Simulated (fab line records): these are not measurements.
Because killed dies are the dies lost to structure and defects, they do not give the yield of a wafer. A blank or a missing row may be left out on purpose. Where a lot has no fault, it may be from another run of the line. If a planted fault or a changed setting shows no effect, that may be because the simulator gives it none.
fab line records / flow sky130
[record] lots = 7 wafers = 18 last-day = 49
route steps=708 shown VT_ADJUST_PCH@148 SONOS_TUNNEL@154 PAD_OPEN@708
lots untouched by any fault: they come from a run of this same line in which no faults occurred
start-h: hours from the record's first day to the start of the lot's first wafer shown / wait-h: hours from the lot's prior step to this one / " the same as in the row above / L1.1+2: a single row standing in for several wafers / - no value, or no start given / * or withheld: withheld / < > ~ a bound
route shown NAME@n: NAME is a module with steps in the file, n the number in the route of the first one / usual: average and standard deviation across the fault-free wafers / same: alike in all rows / chamber/n: place in a boat / sites: per-site readings / _std_site: the standard deviation of these / _edge_site: inner sites' mean taken away from outer sites' mean / radius-mm: how far each site lies from the wafer's centre / mask NAME#n: copy n / behind: tool/chamber where the wafer was last shaped / hold: what put the lot on hold/how long, in hours/how the hold closed / device: whichever transistor did not switch (one of n, p or np) / end of line: at the end of the route, the tests of the same wafers / where a step has no rows: the recipe by itself / killed: at the first sort, the dies lost to defects and structure; wafer yield is something else / map: the dies of a wafer, with x for killed, . for not killed, _ for no die there
set.NAME: setting as actually run; set.NAME@STEP: the setting as run at that earlier step / model.NAME: the simulator's own value behind a step, which no gauge read
lots at selected steps of the route; one table per step, one row per wafer
services: the hour from which a tool's chamber was out of use, counted from the record's first day as start-h (under 0 if before that day), plus the number of hours and why
[[steps]]
[step SKY_VT_ADJUST_PCH_PEB_05]
[recipe] temp-c = 115 time-s = withheld
[step SKY_VT_ADJUST_PCH_DEVELOP_06]
[recipe] wall-angle-deg = 90 developer = TMAH develop-time-s = 60 dev-temp-c = 23
[step SKY_VT_ADJUST_PCH_OVL_MEAS_07]
[usual] VT_ADJUST_PCH_OVL = -0.2/1.4
lot.wafer=L383.1 tool=overlay-02 chamber=- start-h=232.46 wait-h=- VT_ADJUST_PCH_OVL[nm]=-1.4
lot.wafer=L383.2 tool=overlay-02 chamber=- start-h=232.46 wait-h=- VT_ADJUST_PCH_OVL[nm]=-0.9
lot.wafer=L383.4 tool=overlay-02 chamber=- start-h=232.46 wait-h=- VT_ADJUST_PCH_OVL[nm]=-1.0
lot.wafer=L384.3 tool=overlay-01 chamber=- start-h=240.53 wait-h=- VT_ADJUST_PCH_OVL[nm]=2.3
lot.wafer=L384.5 tool=overlay-01 chamber=- start-h=240.53 wait-h=- VT_ADJUST_PCH_OVL[nm]=1.8
lot.wafer=L384.6 tool=overlay-01 chamber=- start-h=240.53 wait-h=- VT_ADJUST_PCH_OVL[nm]=1.6
lot.wafer=L387.2 tool=overlay-02 chamber=- start-h=263.52 wait-h=- VT_ADJUST_PCH_OVL[nm]=3.1
lot.wafer=L387.5 tool=overlay-02 chamber=- start-h=263.52 wait-h=- VT_ADJUST_PCH_OVL[nm]=0.3
lot.wafer=L387.6 tool=overlay-02 chamber=- start-h=263.52 wait-h=- VT_ADJUST_PCH_OVL[nm]=0.2
lot.wafer=L388.3 tool=overlay-02 chamber=- start-h=269.60 wait-h=- VT_ADJUST_PCH_OVL[nm]=1.6
lot.wafer=L388.4 tool=overlay-02 chamber=- start-h=269.60 wait-h=- VT_ADJUST_PCH_OVL[nm]=0.2
lot.wafer=L389.4 tool=overlay-01 chamber=- start-h=277.90 wait-h=- VT_ADJUST_PCH_OVL[nm]=-2.0
lot.wafer=L389.6 tool=overlay-01 chamber=- start-h=277.90 wait-h=- VT_ADJUST_PCH_OVL[nm]=-0.4
lot.wafer=L391.4 tool=overlay-01 chamber=- start-h=290.39 wait-h=- VT_ADJUST_PCH_OVL[nm]=1.2
lot.wafer=L391.5 tool=overlay-01 chamber=- start-h=290.39 wait-h=- VT_ADJUST_PCH_OVL[nm]=1.1
lot.wafer=L403.1 tool=overlay-02 chamber=- start-h=379.86 wait-h=- VT_ADJUST_PCH_OVL[nm]=0.4
lot.wafer=L403.5 tool=overlay-02 chamber=- start-h=379.86 wait-h=- VT_ADJUST_PCH_OVL[nm]=0.7
lot.wafer=L403.6 tool=overlay-02 chamber=- start-h=379.86 wait-h=- VT_ADJUST_PCH_OVL[nm]=1.1
[step SKY_VT_ADJUST_PCH_IMPLANT_08]
[recipe] species = B energy-kev = 10 dose-cm2 = 5e+11 tilt-deg = withheld
[step SKY_VT_ADJUST_PCH_STRIP_09]
[recipe] chemistry = O2/N2 power-w = 1400 pressure-mtorr = 1500 platen-temp-c = withheld o2-flow-sccm = 3000 n2-flow-sccm = 300 overash-fraction = 0.5
[usual] chamber-pressure-mTorr = 1500.2/1.3 drypump-motor-current-A = 5.6/0.48 o2-flow-sccm = 2999/8.4 oes-product-au = 0.722/0.0047 strip-time-to-endpoint-s = 36.88/0.11
[same] overash-fraction = 0.5
lot.wafer=L383.1 tool=plasma-asher-02 chamber=0 start-h=232.65 wait-h=0.1 chamber-pressure-mTorr=1502.0 drypump-motor-current-A=6.0 o2-flow-sccm=2998 oes-product-au=0.723 rf-hours-counter-h=41 strip-time-to-endpoint-s=36.78
lot.wafer=L383.2 tool=plasma-asher-02 chamber=1 start-h=232.65 wait-h=0.1 chamber-pressure-mTorr=1498.6 drypump-motor-current-A=5.5 o2-flow-sccm=2995 oes-product-au=0.720 rf-hours-counter-h=41 strip-time-to-endpoint-s=36.77
lot.wafer=L383.4 tool=plasma-asher-02 chamber=0 start-h=232.65 wait-h=0.1 chamber-pressure-mTorr=1500.5 drypump-motor-current-A=6.0 o2-flow-sccm=3013 oes-product-au=0.719 rf-hours-counter-h=- strip-time-to-endpoint-s=36.85
lot.wafer=L384.3 tool=plasma-asher-04 chamber=0 start-h=240.74 wait-h=0.1 chamber-pressure-mTorr=1498.5 drypump-motor-current-A=4.8 o2-flow-sccm=3011 oes-product-au=0.717 rf-hours-counter-h=- strip-time-to-endpoint-s=36.85
lot.wafer=L384.5 tool=plasma-asher-04 chamber=0 start-h=240.74 wait-h=0.1 chamber-pressure-mTorr=1500.8 drypump-motor-current-A=4.8 o2-flow-sccm=3006 oes-product-au=0.719 rf-hours-counter-h=- strip-time-to-endpoint-s=36.82
lot.wafer=L384.6 tool=plasma-asher-04 chamber=1 start-h=240.74 wait-h=0.1 chamber-pressure-mTorr=1498.4 drypump-motor-current-A=5.9 o2-flow-sccm=3003 oes-product-au=0.720 rf-hours-counter-h=- strip-time-to-endpoint-s=36.87
lot.wafer=L387.2 tool=plasma-asher-02 chamber=1 start-h=263.70 wait-h=0.1 chamber-pressure-mTorr=1499.0 drypump-motor-current-A=5.6 o2-flow-sccm=3007 oes-product-au=0.726 rf-hours-counter-h=44 strip-time-to-endpoint-s=36.92
lot.wafer=L387.5 tool=plasma-asher-02 chamber=0 start-h=263.70 wait-h=0.1 chamber-pressure-mTorr=1500.2 drypump-motor-current-A=6.0 o2-flow-sccm=2989 oes-product-au=0.719 rf-hours-counter-h=- strip-time-to-endpoint-s=36.88
lot.wafer=L387.6 tool=plasma-asher-02 chamber=1 start-h=263.70 wait-h=0.1 chamber-pressure-mTorr=1498.9 drypump-motor-current-A=5.6 o2-flow-sccm=3005 oes-product-au=0.716 rf-hours-counter-h=- strip-time-to-endpoint-s=36.90
lot.wafer=L388.3 tool=plasma-asher-01 chamber=1 start-h=269.80 wait-h=0.1 chamber-pressure-mTorr=1499.2 drypump-motor-current-A=5.9 o2-flow-sccm=3014 oes-product-au=0.722 rf-hours-counter-h=- strip-time-to-endpoint-s=36.99
lot.wafer=L388.4 tool=plasma-asher-01 chamber=0 start-h=269.80 wait-h=0.1 chamber-pressure-mTorr=1501.3 drypump-motor-current-A=5.9 o2-flow-sccm=3002 oes-product-au=0.727 rf-hours-counter-h=- strip-time-to-endpoint-s=37.09
lot.wafer=L389.4 tool=plasma-asher-04 chamber=0 start-h=278.10 wait-h=0.1 chamber-pressure-mTorr=1500.1 drypump-motor-current-A=4.8 o2-flow-sccm=2991 oes-product-au=0.723 rf-hours-counter-h=- strip-time-to-endpoint-s=37.01
lot.wafer=L389.6 tool=plasma-asher-04 chamber=0 start-h=278.10 wait-h=0.1 chamber-pressure-mTorr=1501.6 drypump-motor-current-A=4.8 o2-flow-sccm=2992 oes-product-au=0.720 rf-hours-counter-h=- strip-time-to-endpoint-s=37.12
lot.wafer=L391.4 tool=plasma-asher-01 chamber=1 start-h=290.59 wait-h=0.1 chamber-pressure-mTorr=1502.9 drypump-motor-current-A=5.9 o2-flow-sccm=3003 oes-product-au=0.721 rf-hours-counter-h=- strip-time-to-endpoint-s=36.92
lot.wafer=L391.5 tool=plasma-asher-01 chamber=0 start-h=290.59 wait-h=0.1 chamber-pressure-mTorr=1498.0 drypump-motor-current-A=5.9 o2-flow-sccm=2993 oes-product-au=0.724 rf-hours-counter-h=- strip-time-to-endpoint-s=36.91
lot.wafer=L403.1 tool=plasma-asher-01 chamber=1 start-h=380.05 wait-h=0.1 chamber-pressure-mTorr=1500.2 drypump-motor-current-A=5.9 o2-flow-sccm=3009 oes-product-au=0.717 rf-hours-counter-h=26 strip-time-to-endpoint-s=36.88
lot.wafer=L403.5 tool=plasma-asher-01 chamber=1 start-h=380.05 wait-h=0.1 chamber-pressure-mTorr=1498.7 drypump-motor-current-A=5.9 o2-flow-sccm=3010 oes-product-au=0.718 rf-hours-counter-h=- strip-time-to-endpoint-s=36.75
lot.wafer=L403.6 tool=plasma-asher-01 chamber=0 start-h=380.05 wait-h=0.1 chamber-pressure-mTorr=1500.3 drypump-motor-current-A=5.9 o2-flow-sccm=3002 oes-product-au=0.713 rf-hours-counter-h=- strip-time-to-endpoint-s=36.90
[step SKY_VT_ADJUST_PCH_TW_MEAS_10]
[usual] VT_ADJUST_PCH_TW = 142.1/0.81
lot.wafer=L383.1 tool=film-metro-03 chamber=- start-h=232.75 wait-h=0.1 VT_ADJUST_PCH_TW=143.0
lot.wafer=L383.2 tool=film-metro-03 chamber=- start-h=232.75 wait-h=0.1 VT_ADJUST_PCH_TW=142.3
lot.wafer=L383.4 tool=film-metro-03 chamber=- start-h=232.75 wait-h=0.1 VT_ADJUST_PCH_TW=143.9
lot.wafer=L384.3 tool=film-metro-04 chamber=- start-h=240.82 wait-h=0.1 VT_ADJUST_PCH_TW=141.4
lot.wafer=L384.5 tool=film-metro-04 chamber=- start-h=240.82 wait-h=0.1 VT_ADJUST_PCH_TW=142.3
lot.wafer=L384.6 tool=film-metro-04 chamber=- start-h=240.82 wait-h=0.1 VT_ADJUST_PCH_TW=141.1
lot.wafer=L387.2 tool=film-metro-02 chamber=- start-h=263.81 wait-h=0.1 VT_ADJUST_PCH_TW=142.7
lot.wafer=L387.5 tool=film-metro-02 chamber=- start-h=263.81 wait-h=0.1 VT_ADJUST_PCH_TW=142.0
lot.wafer=L387.6 tool=film-metro-02 chamber=- start-h=263.81 wait-h=0.1 VT_ADJUST_PCH_TW=142.7
lot.wafer=L388.3 tool=film-metro-02 chamber=- start-h=269.89 wait-h=0.1 VT_ADJUST_PCH_TW=143.0
lot.wafer=L388.4 tool=film-metro-02 chamber=- start-h=269.89 wait-h=0.1 VT_ADJUST_PCH_TW=143.8
lot.wafer=L389.4 tool=film-metro-03 chamber=- start-h=278.20 wait-h=0.1 VT_ADJUST_PCH_TW=142.5
lot.wafer=L389.6 tool=film-metro-03 chamber=- start-h=278.20 wait-h=0.1 VT_ADJUST_PCH_TW=142.8
lot.wafer=L391.4 tool=film-metro-04 chamber=- start-h=290.68 wait-h=0.1 VT_ADJUST_PCH_TW=141.2
lot.wafer=L391.5 tool=film-metro-04 chamber=- start-h=290.68 wait-h=0.1 VT_ADJUST_PCH_TW=140.8
lot.wafer=L403.1 tool=film-metro-04 chamber=- start-h=380.15 wait-h=0.1 VT_ADJUST_PCH_TW=141.6
lot.wafer=L403.5 tool=film-metro-04 chamber=- start-h=380.15 wait-h=0.1 VT_ADJUST_PCH_TW=141.5
lot.wafer=L403.6 tool=film-metro-04 chamber=- start-h=380.15 wait-h=0.1 VT_ADJUST_PCH_TW=141.0
[step SKY_SONOS_TUNNEL_DEHYDRATE_00]
[recipe] temp-c = 200 time-s = 60
[step SKY_SONOS_TUNNEL_HMDS_01]
[recipe] prime-time-s = 60 prime-temp-c = 120
[step SKY_SONOS_TUNNEL_COAT_02]
[recipe] resist = NOVOLAK spin-rpm = 3000 resist-thk-nm = 1140
[step SKY_SONOS_TUNNEL_SOFTBAKE_03]
[recipe] temp-c = 90 time-s = 60 resist = NOVOLAK
[step SKY_SONOS_TUNNEL_EXPOSE_04]
[recipe] mask-id = TUNM na = 0.6 source-shape = conventional sigma-outer = 0.6 polarization = unpolarized target-cd-nm = 410 dose-mj = 136
[step SKY_SONOS_TUNNEL_PEB_05]
[recipe] temp-c = withheld time-s = * resist = NOVOLAK
[step SKY_SONOS_TUNNEL_DEVELOP_06]
[recipe] resist = NOVOLAK developer = TMAH develop-time-s = 60 dev-temp-c = 23
lot.wafer=L383.1+2+4 tool=litho-track-02 chamber=0 start-h=255.19 wait-h=0.1
lot.wafer=L384.3+5+6 tool=litho-track-04 chamber=0 start-h=264.07 wait-h=0.1
lot.wafer=L387.2+5+6 tool=litho-track-03 chamber=0 start-h=287.84 wait-h=0.1
lot.wafer=L388.3+4 tool=litho-track-04 chamber=0 start-h=294.97 wait-h=0.1
lot.wafer=L389.4+6 tool=litho-track-04 chamber=0 start-h=302.90 wait-h=0.1
lot.wafer=L391.4+5 tool=litho-track-04 chamber=0 start-h=315.85 wait-h=0.1
lot.wafer=L403.1+5+6 tool=litho-track-03 chamber=0 start-h=409.16 wait-h=0.1
[step SKY_SONOS_TUNNEL_CD_MEAS_07]
[recipe] target-cd-nm = 410
[usual] cd-nm = 410.4/2.8
lot.wafer=L383.1 tool=cd-sem-02 chamber=- start-h=255.34 wait-h=0.1 cd-nm=411.7
lot.wafer=L383.2 tool=cd-sem-02 chamber=- start-h=255.34 wait-h=0.1 cd-nm=411.6
lot.wafer=L383.4 tool=cd-sem-02 chamber=- start-h=255.34 wait-h=0.1 cd-nm=412.3
lot.wafer=L384.3 tool=cd-sem-01 chamber=- start-h=264.21 wait-h=0.1 cd-nm=406.0
lot.wafer=L384.5 tool=cd-sem-01 chamber=- start-h=264.21 wait-h=0.1 cd-nm=404.6
lot.wafer=L384.6 tool=cd-sem-01 chamber=- start-h=264.21 wait-h=0.1 cd-nm=405.9
lot.wafer=L387.2 tool=cd-sem-02 chamber=- start-h=287.98 wait-h=0.1 cd-nm=409.8
lot.wafer=L387.5 tool=cd-sem-02 chamber=- start-h=287.98 wait-h=0.1 cd-nm=410.1
lot.wafer=L387.6 tool=cd-sem-02 chamber=- start-h=287.98 wait-h=0.1 cd-nm=407.3
lot.wafer=L388.3 tool=cd-sem-01 chamber=- start-h=295.11 wait-h=0.1 cd-nm=409.4
lot.wafer=L388.4 tool=cd-sem-01 chamber=- start-h=295.11 wait-h=0.1 cd-nm=387.9
lot.wafer=L389.4 tool=cd-sem-01 chamber=- start-h=303.03 wait-h=0.1 cd-nm=391.9
lot.wafer=L389.6 tool=cd-sem-01 chamber=- start-h=303.03 wait-h=0.1 cd-nm=414.2
lot.wafer=L391.4 tool=cd-sem-02 chamber=- start-h=315.98 wait-h=0.1 cd-nm=386.9
lot.wafer=L391.5 tool=cd-sem-02 chamber=- start-h=315.98 wait-h=0.1 cd-nm=386.9
lot.wafer=L403.1 tool=cd-sem-02 chamber=- start-h=409.31 wait-h=0.1 cd-nm=414.3
lot.wafer=L403.5 tool=cd-sem-02 chamber=- start-h=409.31 wait-h=0.1 cd-nm=412.9
lot.wafer=L403.6 tool=cd-sem-02 chamber=- start-h=409.31 wait-h=0.1 cd-nm=413.8
[step SKY_SONOS_TUNNEL_OVL_MEAS_08]
[usual] SONOS_TUNNEL_OVL = -1.7/1.4
lot.wafer=L383.1 tool=overlay-01 chamber=- start-h=255.46 wait-h=0.1 SONOS_TUNNEL_OVL[nm]=-1.3
lot.wafer=L383.2 tool=overlay-01 chamber=- start-h=255.46 wait-h=0.1 SONOS_TUNNEL_OVL[nm]=-1.2
lot.wafer=L383.4 tool=overlay-01 chamber=- start-h=255.46 wait-h=0.1 SONOS_TUNNEL_OVL[nm]=-1.3
lot.wafer=L384.3 tool=overlay-02 chamber=- start-h=264.31 wait-h=0.1 SONOS_TUNNEL_OVL[nm]=-3.2
lot.wafer=L384.5 tool=overlay-02 chamber=- start-h=264.31 wait-h=0.1 SONOS_TUNNEL_OVL[nm]=-1.7
lot.wafer=L384.6 tool=overlay-02 chamber=- start-h=264.31 wait-h=0.1 SONOS_TUNNEL_OVL[nm]=-2.2
lot.wafer=L387.2 tool=overlay-01 chamber=- start-h=288.09 wait-h=0.1 SONOS_TUNNEL_OVL[nm]=-2.0
lot.wafer=L387.5 tool=overlay-01 chamber=- start-h=288.09 wait-h=0.1 SONOS_TUNNEL_OVL[nm]=-1.8
lot.wafer=L387.6 tool=overlay-01 chamber=- start-h=288.09 wait-h=0.1 SONOS_TUNNEL_OVL[nm]=-3.4
lot.wafer=L388.3 tool=overlay-02 chamber=- start-h=295.21 wait-h=0.1 SONOS_TUNNEL_OVL[nm]=-1.5
lot.wafer=L388.4 tool=overlay-02 chamber=- start-h=295.21 wait-h=0.1 SONOS_TUNNEL_OVL[nm]=-3.2
lot.wafer=L389.4 tool=overlay-01 chamber=- start-h=303.11 wait-h=0.1 SONOS_TUNNEL_OVL[nm]=-2.7
lot.wafer=L389.6 tool=overlay-01 chamber=- start-h=303.11 wait-h=0.1 SONOS_TUNNEL_OVL[nm]=-3.2
lot.wafer=L391.4 tool=overlay-01 chamber=- start-h=316.06 wait-h=0.1 SONOS_TUNNEL_OVL[nm]=-3.9
lot.wafer=L391.5 tool=overlay-01 chamber=- start-h=316.06 wait-h=0.1 SONOS_TUNNEL_OVL[nm]=-1.5
lot.wafer=L403.1 tool=overlay-02 chamber=- start-h=409.43 wait-h=0.1 SONOS_TUNNEL_OVL[nm]=-3.9
lot.wafer=L403.5 tool=overlay-02 chamber=- start-h=409.43 wait-h=0.1 SONOS_TUNNEL_OVL[nm]=-2.6
lot.wafer=L403.6 tool=overlay-02 chamber=- start-h=409.43 wait-h=0.1 SONOS_TUNNEL_OVL[nm]=-3.6
[step SKY_PAD_OPEN_PROBE_99]
[usual] killed_at_M0_to_M3 = 43/6.4 killed_at_M4_up = 2.8/1.7 killed-at-contacts = 24/5.5 killed-at-front-end = 15/4 killed-at-other = 0.3/0.54 killed-dies = 86/9.1 killed-open = 47/6.6 killed-short = 39/6.2
[same] gross-dies = 492 killed-at-back-side = 0
lot.wafer=L387.2 tool=prober-01 chamber=- start-h=1108.37 wait-h=0.1 killed_at_M0_to_M3=44 killed_at_M4_up=3 killed-at-contacts=25 killed-at-front-end=14 killed-at-other=2 killed-dies=88 killed-open=48 killed-short=40
lot.wafer=L387.5 tool=prober-01 chamber=- start-h=1108.52 wait-h=0.2 killed_at_M0_to_M3=47 killed_at_M4_up=3 killed-at-contacts=23 killed-at-front-end=19 killed-at-other=0 killed-dies=92 killed-open=56 killed-short=36
lot.wafer=L387.6 tool=prober-01 chamber=- start-h=1108.57 wait-h=0.2 killed_at_M0_to_M3=40 killed_at_M4_up=2 killed-at-contacts=30 killed-at-front-end=8 killed-at-other=0 killed-dies=80 killed-open=48 killed-short=32
lot.wafer=L391.4 tool=prober-01 chamber=- start-h=1132.17 wait-h=0.2 killed_at_M0_to_M3=27 killed_at_M4_up=9 killed-at-contacts=17 killed-at-front-end=17 killed-at-other=0 killed-dies=70 killed-open=46 killed-short=23
lot.wafer=L391.5 tool=prober-01 chamber=- start-h=1132.22 wait-h=0.2 killed_at_M0_to_M3=34 killed_at_M4_up=1 killed-at-contacts=24 killed-at-front-end=12 killed-at-other=0 killed-dies=71 killed-open=35 killed-short=36
// killed by level:class
L387.2 VIA1:geometric-particle:open=11 CONTACT:geometric-particle:open=9 LI_CONTACT:geometric-particle:short=8 VIA3:geometric-particle:open=6 VIA1:geometric-particle:short=6 METAL2:geometric-particle:short=6 LI_CONTACT:geometric-particle:open=5 VIA2:geometric-particle:open=5
L387.5 CONTACT:geometric-particle:open=10 VIA1:geometric-particle:open=9 FIELD_ISO:geometric-particle:open=8 LI_CONTACT:geometric-particle:open=8 METAL1:geometric-particle:short=8 VIA2:geometric-particle:open=8 VIA1:geometric-particle:short=7 FIELD_ISO:geometric-particle:short=5
L387.6 VIA1:geometric-particle:open=14 CONTACT:geometric-particle:open=11 CONTACT:geometric-particle:short=6 LI_CONTACT:geometric-particle:short=5 VIA2:geometric-particle:open=5 LI_CONTACT:geometric-particle:open=4 LOCAL_INTERCONNECT:geometric-particle:short=4 METAL2:geometric-particle:short=4
L391.4 VIA1:geometric-particle:open=8 VIA2:geometric-particle:open=8 LI_CONTACT:geometric-particle:open=6 VIA3:geometric-particle:open=5 POLY_GATE:geometric-particle:open=5 METAL4:geometric-particle:short=5 LOCAL_INTERCONNECT:geometric-particle:short=4 CONTACT:geometric-particle:open=4
L391.5 VIA3:geometric-particle:open=8 CONTACT:geometric-particle:short=7 CONTACT:geometric-particle:open=7 VIA1:geometric-particle:open=6 VIA1:geometric-particle:short=5 METAL1:geometric-particle:short=5 FIELD_ISO:geometric-particle:open=4 LI_CONTACT:geometric-particle:open=4
[[services]]
tool=plasma-asher-02 chamber=- start-h=268.81 hours=4.3 kind=pm
tool=plasma-asher-02 chamber=- start-h=297.11 hours=14.6 kind=pm
tool=plasma-asher-04 chamber=- start-h=334.11 hours=5.0 kind=repair
tool=plasma-asher-04 chamber=- start-h=384.03 hours=1.0 kind=repair
[[key]]
[first-sign] step = SKY_SONOS_TUNNEL_CD_MEAS_07 reading = cd-nm direction = down sigmas = 8 usual = 410.4 struck = 388.4
effect none on later readings
met-at SKY_SONOS_TUNNEL_DEVELOP_06
struck-wafers L388.4,L389.4,L391.4,L391.5
tester-left-out L388,L389,L391
onset-between 264.07 294.97
[fault] kind = process-parameter-drift tool = litho-track-04 chamber = - onset-h = 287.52 steps = SKY_SONOS_TUNNEL_DEVELOP_06 channel = develop-time-s offset = * shape = step end-h = 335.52 scope = struck-wafers-only acts-in = * stated = *
// tester-left-out: of these lots the tester's yield and bins aren't shown, on N5 and GAA mostly nor the transistor test; their killed dies are dies lost to structure and defects alone, not to doping, threshold or leakage, so they don't give the yield
